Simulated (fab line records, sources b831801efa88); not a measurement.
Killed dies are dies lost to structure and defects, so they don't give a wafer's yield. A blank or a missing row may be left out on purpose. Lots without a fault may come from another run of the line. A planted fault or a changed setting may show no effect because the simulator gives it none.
fab line records | flow sky130
record lots=7 wafers=21 last_day=49
route steps=708 shown FIELD_ISO@16 PAD_OPEN@708
lots that met no fault: from a run of the same line without faults
start_h: hours from the record's first day to the start of the lot's first wafer shown | wait_h: hours since the lot's step before | " the same as in the row above | L1.1+2: a row that stands for several wafers | - no value, or no start given | * or withheld: withheld | < > ~ a bound
route shown NAME@n: a module of which the file shows steps, and the number in the route of the first | usual: mean/standard deviation of fault-free wafers | same: alike in all rows | chamber/n: place in a boat | sites: the reading at each site | _std_site: their standard deviation | _edge_site: outer sites' mean less inner sites' | radius_mm: how far each site lies from the wafer's centre | mask NAME#n: copy n | behind: the tool/chamber that last shaped the wafer | hold: why the lot was held/for how many hours/how that ended | device: the transistor (n, p or np) that didn't switch | end of line: the same wafers' tests at the end of the route | a step without rows: its recipe alone | killed: dies lost to structure and defects at the first sort, not the wafer's yield | map: a wafer's dies, x killed, . not, _ none there
set.NAME: the setting as run; set.NAME@STEP: as run at that earlier step | model.NAME: the simulator's own value behind a step, which no gauge read
lots at some steps of the route; a table a step, a row a wafer
services: from which hour (start_h, from the record's first day; less than 0 if before it) a tool's chamber was out of use, for how many hours, and why
## steps
# step SKY_FIELD_ISO_ETCH_15
# recipe chemistry=CHF3/O2 target_depth_nm=180 stop_on=Si source_w=600 bias_w=200 pressure_mtorr=40 chf3_flow_sccm=50 O2_flow_sccm=5 time_s=72
# usual drypump_motor_current_A=5.7/0.41 oes_product_au=0.944/0.0064 throttle_valve_pct=8.843/0.0093
# columns lot.wafer tool chamber start_h wait_h drypump_motor_current_A oes_product_au rf_hours_counter_h throttle_valve_pct
L130.1 rie_diel-04 3 40.19 0.0 5.9 0.951 98 8.844
L130.2 " 2 " " 6.2 0.936 44 8.860
L130.4 " 0 " " 6.0 0.949 47 8.847
L131.2 rie_diel-02 2 46.19 0.0 5.6 0.932 2 8.839
L131.3 " 0 " " 6.1 0.947 143 8.846
L131.6 " 0 " " 6.1 0.949 - 8.826
L134.3 rie_diel-04 3 59.14 0.0 5.9 0.943 99 8.850
L134.5 " 0 " " 6.0 0.944 - 8.846
L134.6 " 3 " " 5.9 0.949 - 8.846
L136.3 rie_diel-04 0 70.03 0.0 6.0 0.943 48 8.844
L136.4 " 3 " " 5.9 0.947 99 8.848
L136.5 " 2 " " 6.2 0.950 - 8.836
L143.1 rie_diel-02 2 107.89 0.0 5.6 0.952 3 8.824
L143.5 " 2 " " 5.6 0.945 - 8.841
L143.6 " 1 " " 5.6 0.936 - 8.846
L144.1 rie_diel-01 0 111.93 0.0 6.1 0.943 79 8.846
L144.3 " 3 " " 6.0 0.940 1 8.851
L144.5 " 0 " " 6.1 0.945 - 8.846
L145.2 rie_diel-04 3 116.53 0.0 5.9 0.944 100 8.858
L145.5 " 1 " " 4.9 0.953 - 8.858
L145.6 " 0 " " 6.0 0.945 - 8.848
# step SKY_FIELD_ISO_STRIP_16
# recipe chemistry=O2/N2 power_w=1400 pressure_mtorr=1500 platen_temp_c=withheld o2_flow_sccm=3000 n2_flow_sccm=300 overash_fraction=0.5
# usual drypump_motor_current_A=5.9/0.46 oes_product_au=0.378/0.0051 strip_time_to_endpoint_s=3.57/0.039
# columns lot.wafer tool chamber start_h wait_h drypump_motor_current_A oes_product_au rf_hours_counter_h strip_time_to_endpoint_s
L130.1 plasma_asher-04 1 40.25 0.0 5.9 0.385 36 3.60
L130.2 " 0 " " 5.6 0.379 36 3.58
L130.4 " 0 " " 5.6 0.377 - 3.56
L131.2 plasma_asher-04 0 46.25 0.0 5.6 0.382 36 3.52
L131.3 " 0 " " 5.5 0.375 - 3.58
L131.6 " 1 " " 5.9 0.381 - 3.58
L134.3 plasma_asher-03 1 59.23 0.1 5.8 0.389 - 3.59
L134.5 " 0 " " 6.2 0.380 - 3.50
L134.6 " 1 " " 5.8 0.378 - 3.59
L136.3 plasma_asher-02 1 70.12 0.1 5.1 0.377 - 3.56
L136.4 " 0 " " 6.6 0.377 - 3.57
L136.5 " 1 " " 5.1 0.373 - 3.59
L143.1 plasma_asher-04 1 107.95 0.0 5.9 0.378 42 3.51
L143.5 " 0 " " 5.6 0.373 - 3.54
L143.6 " 1 " " 5.9 0.377 - 3.58
L144.1 plasma_asher-04 1 111.98 0.0 5.9 0.383 43 3.54
L144.3 " 1 " " 5.9 0.383 - 3.49
L144.5 " 1 " " 5.9 0.373 - 3.53
L145.2 plasma_asher-04 1 116.58 0.0 5.9 0.382 43 3.63
L145.5 " 1 " " 5.9 0.382 - 3.62
L145.6 " 0 " " 5.6 0.377 - 3.58
# step SKY_FIELD_ISO_ETCH_17
# recipe target_depth_a=3420 mask_material=Si3N4 chemistry=HBr/Cl2/O2 target=Si taper_deg=5 icp_w=600 bias_w=150 pressure_mtorr=15 HBr_flow_sccm=150 Cl2_flow_sccm=40 O2_flow_sccm=6 time_s=97.7
# usual drypump_motor_current_A=5.7/0.49 oes_product_au=1.001/0.01 throttle_valve_pct=25.655/0.012
# columns lot.wafer tool chamber start_h wait_h drypump_motor_current_A oes_product_au rf_hours_counter_h throttle_valve_pct
L130.1 rie_si-02 3 40.35 0.1 5.7 1.016 9 25.653
L130.2 " 1 " " 6.2 1.009 138 25.664
L130.4 " 2 " " 6.1 0.996 74 25.635
L131.2 rie_si-01 1 46.35 0.1 5.9 1.008 134 25.638
L131.3 " 2 " " 6.3 1.008 120 25.657
L131.6 " 1 " " 5.9 1.013 - 25.649
L134.3 rie_si-01 2 59.29 0.0 6.3 0.997 120 25.658
L134.5 " 0 " " 5.0 0.997 - 25.666
L134.6 " 1 " " 5.9 1.026 - 25.645
L136.3 rie_si-01 0 70.18 0.0 5.0 0.991 24 25.656
L136.4 " 1 " " 5.9 1.017 134 25.643
L136.5 " 0 " " 5.0 0.992 - 25.667
L143.1 rie_si-02 3 108.05 0.1 5.7 0.995 10 25.656
L143.5 " 2 " " 6.1 0.992 - 25.674
L143.6 " 3 " " 5.7 0.999 - 25.677
L144.1 rie_si-01 2 112.08 0.1 6.3 1.004 120 25.658
L144.3 " 1 " " 5.9 1.021 135 25.626
L144.5 " 2 " " 6.3 1.004 - 25.672
L145.2 rie_si-02 0 116.68 0.1 5.1 1.007 12 25.655
L145.5 " 2 " " 6.1 1.000 - 25.651
L145.6 " 3 " " 5.7 1.002 - 25.646
# step SKY_FIELD_ISO_WET_ETCH_18
# recipe chemistry=H3PO4 target_depth_nm=25 temp_c=160 target=Si3N4 time_s=286
# step SKY_FIELD_ISO_CLEAN_19
# recipe chemistry=SC1/SC2 mix=1:4:20 temp_c=70 time_s=150
# step SKY_FIELD_ISO_CLEAN_20
# recipe chemistry=dHF time_s=20 dilution=100:1
# step SKY_FIELD_ISO_WET_ETCH_21
# recipe chemistry=dHF dilution=100:1 target_depth_nm=20 dry=ipa_marangoni target=SiO2 temp_c=25 time_s=400
# step SKY_FIELD_ISO_OXIDATION_22
# recipe temp_c=950 ambient=O2 stabilise_s=600 purge_s=300 target_thk_a=100 ox_time_s=623
# step SKY_FIELD_ISO_THK_MEAS_23
# recipe reads=SiO2_of_FIELD_ISO_OXIDATION_22
# usual FIELD_ISO_OXIDATION_01_THK=10.10/0.18
# columns lot.wafer tool chamber start_h wait_h FIELD_ISO_OXIDATION_01_THK[nm]
L130.1 film_metro-01 - 41.87 0.0 10.25
L130.2 " - " " 10.18
L130.4 " - " " 10.11
L131.2 film_metro-03 - 49.04 0.0 9.96
L131.3 " - " " 9.92
L131.6 " - " " 9.93
L134.3 film_metro-01 - 61.88 0.0 9.94
L134.5 " - " " 10.00
L134.6 " - " " 10.05
L136.3 film_metro-04 - 72.83 0.0 10.12
L136.4 " - " " 10.09
L136.5 " - " " 10.15
L143.1 film_metro-01 - 111.44 0.0 10.22
L143.5 " - " " 10.45
L143.6 " - " " 10.23
L144.1 film_metro-01 - 114.33 0.0 10.02
L144.3 " - " " 9.93
L144.5 " - " " 9.70
L145.2 film_metro-03 - 119.91 0.0 10.34
L145.5 " - " " 10.22
L145.6 " - " " 10.37
# step SKY_FIELD_ISO_CVD_24
# recipe material=SiO2 target_thk_nm=595 temp_c=650 sigma_open_frac=0.3 time_s=99.2 sih4_flow_sccm=60 pressure_mtorr=6
# step SKY_FIELD_ISO_THK_MEAS_25
# recipe reads=SiO2_of_FIELD_ISO_CVD_24
# usual FIELD_ISO_CVD_24_THK=598/6.4
# columns lot.wafer tool chamber start_h wait_h FIELD_ISO_CVD_24_THK[nm]
L130.1 film_metro-04 - 42.00 0.0 593
L130.2 " - " " 607
L130.4 " - " " 600
L131.2 film_metro-04 - 49.17 0.0 604
L131.3 " - " " 603
L131.6 " - " " 608
L134.3 film_metro-04 - 62.01 0.1 596
L134.5 " - " " 601
L134.6 " - " " 590
L136.3 film_metro-03 - 72.96 0.1 595
L136.4 " - " " 594
L136.5 " - " " 601
L143.1 film_metro-03 - 111.57 0.0 593
L143.5 " - " " 593
L143.6 " - " " 594
L144.1 film_metro-01 - 114.46 0.0 605
L144.3 " - " " 599
L144.5 " - " " 596
L145.2 film_metro-03 - 120.04 0.0 613
L145.5 " - " " 598
L145.6 " - " " 596
# step SKY_FIELD_ISO_ANNEAL_26
# recipe temp_c=1000 time_s=1800 ambient=N2
# step SKY_FIELD_ISO_CMP_27
# recipe stop_on=Si3N4 t_overpolish_s=16 down_force_psi=4 platen_rpm=60 target_thk_nm=457.8 pad_velocity_m_s=0.94248
# usual motor_current_A=12.0/0.88 overpolish_run_s=15.999/0.0096 time_to_endpoint_s=111/5.5
# columns lot.wafer tool chamber start_h wait_h motor_current_A overpolish_run_s time_to_endpoint_s
L130.4 cmp-02 2 44.58 0.1 12.0 15.990 116
L130.1 " 3 " " 10.3 15.988 122
L130.2 " 0 " " 12.0 15.989 116
L131.2 cmp-01 2 51.87 0.0 13.0 15.989 110
L131.3 " 3 " " 12.4 15.991 107
L131.6 " 3 " " 12.0 16.007 108
L134.3 cmp-02 0 64.63 0.1 12.2 15.984 111
L134.5 " 3 " " 10.3 15.999 120
L134.6 " 0 " " 12.6 16.003 117
L136.4 cmp-02 1 74.50 0.0 11.5 16.012 108
L136.3 " 2 " " 11.9 16.014 116
L136.5 " 1 " " 11.1 16.006 109
L143.1 cmp-01 3 114.50 0.1 12.1 15.996 218
L143.6 " 2 " " 12.8 15.983 209
L143.5 " 3 " " 11.9 16.009 215
L144.1 cmp-01 0 117.46 0.1 13.0 16.004 215
L144.3 " 1 " " 11.3 16.000 107
L144.5 " 2 " " 12.4 15.990 216
L145.2 cmp-01 1 121.64 0.1 11.4 16.000 109
L145.6 " 0 " " 13.1 15.975 216
L145.5 " 1 " " 11.1 15.976 214
# step SKY_FIELD_ISO_WET_ETCH_28
# recipe chemistry=dHF target_depth_nm=23.7 target=SiO2 dilution=10:1 temp_c=25 time_s=47
# step SKY_PAD_OPEN_PROBE_99
# usual killed_at_M0_to_M3=43/7.3 killed_at_M4_up=3.1/1.7 killed_at_contacts=25/5.3 killed_at_front_end=14/4.1 killed_at_other=0.3/0.56 killed_dies=85/9.4 killed_open=46/7.4 killed_short=38/5.8
# same gross_dies=492 killed_at_back_side=0
# columns lot.wafer tool chamber start_h wait_h killed_at_M0_to_M3 killed_at_M4_up killed_at_contacts killed_at_front_end killed_at_other killed_dies killed_open killed_short
L130.1 prober-01 - 1090.71 0.1 54 2 29 10 0 95 55 40
L130.2 prober-01 - 1090.76 0.1 37 6 26 15 0 84 45 38
L130.4 prober-01 - 1090.86 0.2 54 1 24 15 0 94 50 43
L134.3 prober-01 - 1118.25 0.2 43 2 30 10 0 85 49 36
L134.5 prober-01 - 1118.35 0.2 51 3 14 17 0 85 42 43
L134.6 prober-01 - 1118.40 0.2 39 5 16 26 1 87 49 37
L136.3 prober-01 - 1124.29 0.2 30 3 20 14 0 67 29 37
L136.4 prober-01 - 1124.34 0.2 33 0 23 10 0 66 41 25
L136.5 prober-01 - 1124.39 0.2 42 5 19 18 0 84 47 37
L143.1 prober-02 - 1163.15 0.1 48 5 17 15 0 85 53 32
L143.5 prober-02 - 1163.35 0.2 43 2 33 24 0 102 58 43
L143.6 prober-02 - 1163.40 0.2 44 2 29 29 1 105 60 42
L144.1 prober-01 - 1169.31 0.1 47 4 23 9 0 83 43 39
L144.3 prober-01 - 1169.41 0.2 36 1 27 16 1 81 44 37
L144.5 prober-01 - 1169.51 0.2 42 2 24 13 0 81 40 41
L145.2 prober-02 - 1175.80 0.1 33 4 26 10 0 73 43 30
L145.5 prober-02 - 1175.95 0.2 42 4 26 13 2 87 38 49
L145.6 prober-02 - 1176.00 0.2 46 6 22 10 1 85 42 43
# killed by level:class
L130.1 VIA1:geometric_particle:open=15 CONTACT:geometric_particle:open=14 METAL2:geometric_particle:short=8 VIA2:geometric_particle:open=7 LI_CONTACT:geometric_particle:open=6 VIA1:geometric_particle:short=6 METAL1:geometric_particle:short=5 FIELD_ISO:geometric_particle:open=4
L130.2 VIA1:geometric_particle:open=14 LI_CONTACT:geometric_particle:open=9 CONTACT:geometric_particle:short=8 FIELD_ISO:geometric_particle:open=5 CONTACT:geometric_particle:open=5 METAL1:geometric_particle:short=5 POLY_GATE:geometric_particle:short=4 VIA1:geometric_particle:short=4
L130.4 VIA1:geometric_particle:open=14 CONTACT:geometric_particle:open=11 VIA1:geometric_particle:short=7 VIA2:geometric_particle:open=7 POLY_GATE:geometric_particle:short=6 CONTACT:geometric_particle:short=6 METAL1:geometric_particle:short=6 VIA2:geometric_particle:short=4
L134.3 CONTACT:geometric_particle:open=14 VIA1:geometric_particle:open=11 VIA3:geometric_particle:open=7 LI_CONTACT:geometric_particle:open=5 LI_CONTACT:geometric_particle:short=5 CONTACT:geometric_particle:short=5 METAL1:geometric_particle:short=5 VIA2:geometric_particle:open=5
L134.5 VIA3:geometric_particle:open=8 VIA1:geometric_particle:short=7 METAL1:geometric_particle:short=7 VIA2:geometric_particle:open=7 VIA1:geometric_particle:open=6 POLY_GATE:geometric_particle:open=5 FIELD_ISO:geometric_particle:open=4 FIELD_ISO:geometric_particle:short=4
L134.6 VIA1:geometric_particle:open=10 FIELD_ISO:geometric_particle:open=9 VIA2:geometric_particle:open=9 CONTACT:geometric_particle:open=6 FIELD_ISO:geometric_particle:short=5 METAL1:geometric_particle:short=5 POLY_GATE:geometric_particle:open=4 METAL2:geometric_particle:short=4
L136.3 METAL2:geometric_particle:short=9 VIA2:geometric_particle:open=7 CONTACT:geometric_particle:open=6 CONTACT:geometric_particle:short=5 LI_CONTACT:geometric_particle:open=5 METAL1:geometric_particle:short=4 VIA2:geometric_particle:short=4 FIELD_ISO:geometric_particle:short=3
L136.4 CONTACT:geometric_particle:open=10 VIA1:geometric_particle:open=8 LI_CONTACT:geometric_particle:open=7 VIA3:geometric_particle:open=5 METAL1:geometric_particle:short=5 METAL2:geometric_particle:short=4 CONTACT:geometric_particle:short=3 VIA2:geometric_particle:open=3
L136.5 VIA1:geometric_particle:open=12 CONTACT:geometric_particle:open=7 VIA3:geometric_particle:open=7 FIELD_ISO:geometric_particle:short=6 METAL1:geometric_particle:short=6 CONTACT:geometric_particle:short=5 FIELD_ISO:geometric_particle:open=4 METAL2:geometric_particle:short=4
L143.1 VIA3:geometric_particle:open=11 VIA2:geometric_particle:open=10 VIA1:geometric_particle:open=9 CONTACT:geometric_particle:open=8 POLY_GATE:geometric_particle:open=6 FIELD_ISO:geometric_particle:open=5 VIA1:geometric_particle:short=5 METAL4:geometric_particle:short=5
L143.5 VIA1:geometric_particle:open=13 CONTACT:geometric_particle:open=11 LI_CONTACT:geometric_particle:open=10 POLY_GATE:geometric_particle:short=7 POLY_GATE:geometric_particle:open=7 FIELD_ISO:geometric_particle:short=5 CONTACT:geometric_particle:short=5 VIA2:geometric_particle:open=5
L143.6 VIA1:geometric_particle:open=13 POLY_GATE:geometric_particle:open=11 POLY_GATE:geometric_particle:short=8 LI_CONTACT:geometric_particle:open=8 VIA2:geometric_particle:open=8 CONTACT:geometric_particle:open=7 VIA3:geometric_particle:open=5 METAL3:geometric_particle:short=5
L144.1 CONTACT:geometric_particle:open=12 VIA1:geometric_particle:open=10 VIA2:geometric_particle:open=8 LI_CONTACT:geometric_particle:open=6 METAL1:geometric_particle:short=6 FIELD_ISO:geometric_particle:short=5 VIA2:geometric_particle:short=5 VIA3:geometric_particle:short=5
L144.3 VIA1:geometric_particle:open=13 LI_CONTACT:geometric_particle:open=8 CONTACT:geometric_particle:open=7 LOCAL_INTERCONNECT:geometric_particle:short=6 FIELD_ISO:geometric_particle:short=5 POLY_GATE:geometric_particle:short=5 VIA3:geometric_particle:open=4 CONTACT:geometric_particle:short=4
L144.5 CONTACT:geometric_particle:open=12 VIA3:geometric_particle:open=10 VIA1:geometric_particle:open=8 METAL1:geometric_particle:short=7 LOCAL_INTERCONNECT:geometric_particle:short=6 METAL2:geometric_particle:short=5 FIELD_ISO:geometric_particle:short=4 POLY_GATE:geometric_particle:short=4
L145.2 LOCAL_INTERCONNECT:geometric_particle:short=9 VIA2:geometric_particle:open=9 VIA1:geometric_particle:open=8 CONTACT:geometric_particle:open=8 VIA3:geometric_particle:open=7 LI_CONTACT:geometric_particle:open=6 POLY_GATE:geometric_particle:short=3 CONTACT:geometric_particle:short=3
L145.5 CONTACT:geometric_particle:short=10 CONTACT:geometric_particle:open=10 METAL2:geometric_particle:short=10 VIA1:geometric_particle:open=7 VIA2:geometric_particle:open=7 FIELD_ISO:geometric_particle:short=6 VIA3:geometric_particle:open=6 METAL1:geometric_particle:short=5
L145.6 VIA1:geometric_particle:open=11 CONTACT:geometric_particle:short=9 VIA2:geometric_particle:open=7 METAL2:geometric_particle:short=6 CONTACT:geometric_particle:open=5 VIA2:geometric_particle:short=5 METAL4:geometric_particle:short=5 POLY_GATE:geometric_particle:open=4
## services
# columns tool chamber start_h hours kind
cmp-01 - 23.06 11.7 pm
cmp-01 - 39.86 2.0 repair
rie_diel-02 0 58.91 9.7 repair
rie_diel-01 3 59.89 - clean
rie_diel-01 3 59.89 25.1 scheduled_down
rie_diel-01 3 59.89 25.1 vent_cycle
plasma_asher-04 - 61.94 4.0 pm
cmp-01 - 64.00 4.0 pm
cmp-01 - 68.00 - consumable_replace:conditioner
cmp-01 - 68.00 - consumable_replace:pad
cmp-01 - 74.48 1.5 repair
rie_diel-04 2 74.60 11.0 repair
cmp-02 - 76.99 1.3 repair
cmp-02 - 94.04 0.4 repair
rie_si-01 3 101.68 14.9 repair
rie_si-02 - 105.17 0.8 repair
plasma_asher-03 - 108.75 9.0 pm
plasma_asher-03 0 108.75 9.0 vent_cycle
plasma_asher-03 1 108.75 9.0 vent_cycle
cmp-01 - 113.05 0.5 repair
rie_diel-01 2 115.24 - clean
rie_diel-01 2 115.24 - consumable_replace:esc
rie_diel-01 2 115.24 29.4 scheduled_down
rie_diel-01 2 115.24 29.4 vent_cycle
## key
first_sign step=SKY_FIELD_ISO_CMP_27 reading=time_to_endpoint_s direction=up sigmas=19 usual=* struck=*
effect none on later readings
met_at SKY_FIELD_ISO_CMP_27
struck_wafers L143.1,L143.5,L143.6,L144.1,L144.5,L145.5,L145.6
tester_left_out L143,L144,L145
onset_between 51.87 114.50
fault kind=process_parameter_drift tool=cmp-01 chamber=- onset_h=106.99 steps=SKY_FIELD_ISO_CMP_27 channel=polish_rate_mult offset=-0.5 shape=step end_h=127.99 scope=struck_wafers_only
# tester_left_out: of these lots the tester's yield and bins aren't shown, on N5 and GAA mostly nor the transistor test; their killed dies are dies lost to structure and defects alone, not to doping, threshold or leakage, so they don't give the yield
